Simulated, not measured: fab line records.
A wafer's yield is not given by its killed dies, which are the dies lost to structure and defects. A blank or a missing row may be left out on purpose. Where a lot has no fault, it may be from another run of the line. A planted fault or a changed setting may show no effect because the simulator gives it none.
Chamber matching    flow gf180mcu    cmp-01 running GF_STI_CMP_25: 4 sister chambers
The step polishes, stops on Si3N4, t overpolish 33 s, target thk 524.6 nm. 16 wafers are shown with their chamber, then 8 later ones without.

## EACH WAFER AND ITS CHAMBER
wafer   chamber  motor_current_A (A)  time_to_endpoint_s (s)  head_pressure_psi (psi)
L831.1  3        11.6                 131                     4.004
L831.3  1        9.9                  124                     3.997
L831.5  1        9.9                  127                     4.005
L834.1  3        11.6                 125                     4.003
L834.3  0        12.8                 124                     3.994
L834.5  0        12.3                 122                     3.998
L837.2  2        12.0                 128                     4.005
L837.4  3        10.9                 134                     4.016
L837.5  3        11.4                 134                     4.000
L839.2  0        12.0                 125                     3.984
L839.5  0        13.2                 123                     3.995
L839.6  3        11.2                 125                     4.006
L844.1  0        12.7                 118                     4.007
L844.4  2        12.2                 119                     4.007
L844.5  1        10.4                 118                     4.008
L847.2  0        12.4                 114                     4.005

SIGNATURES, as means of the wafers listed above
reading             chamber 0  chamber 1  chamber 2  chamber 3  scatter within a chamber
motor_current_A     12.567     10.067     12.100     11.340     0.345
time_to_endpoint_s  121.00     123.00     123.50     129.80     4.59
head_pressure_psi   3.99717    4.00333    4.00600    4.00580    0.00685
Rule: a wafer lies at a distance from a chamber equal to the root of the sum of squares, over the readings, of (its reading less the chamber's mean, divided by the reading's scatter). If the next closest chamber is less than 2 further off than the closest, the wafer can't be placed; otherwise it belongs to the closest. The scatter is the square root of a quotient: the sum, over the shown wafers, of each reading's squared deviation from its chamber's mean, divided by wafers minus chambers.

## WAFERS WITHOUT THEIR CHAMBER
wafer   motor_current_A (A)  time_to_endpoint_s (s)  head_pressure_psi (psi)
L847.3  9.6                  110                     3.995
L847.6  11.4                 114                     3.991
L848.2  12.6                 117                     3.999
L848.4  11.4                 117                     4.004
L848.5  11.7                 119                     3.984
L849.1  12.5                 117                     3.989
L849.2  10.9                 125                     3.998
L849.3  11.5                 121                     4.001

## EACH ONE'S CHAMBER
wafer   from the rows above                in truth
L847.3  1                                  1
L847.6  can't be placed: 2 or 0 or 3 or 1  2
L848.2  can't be placed: 0 or 2            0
L848.4  can't be placed: 2 or 3 or 0 or 1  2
L848.5  can't be placed: 0 or 2 or 3       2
L849.1  can't be placed: 0 or 2            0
L849.2  can't be placed: 3 or 1 or 2       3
L849.3  can't be placed: 2 or 3 or 0       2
1 of 8 placed correctly. From these rows, 7 cannot be placed; in 7 the true chamber is one of the candidates. Placed wrongly: 0.
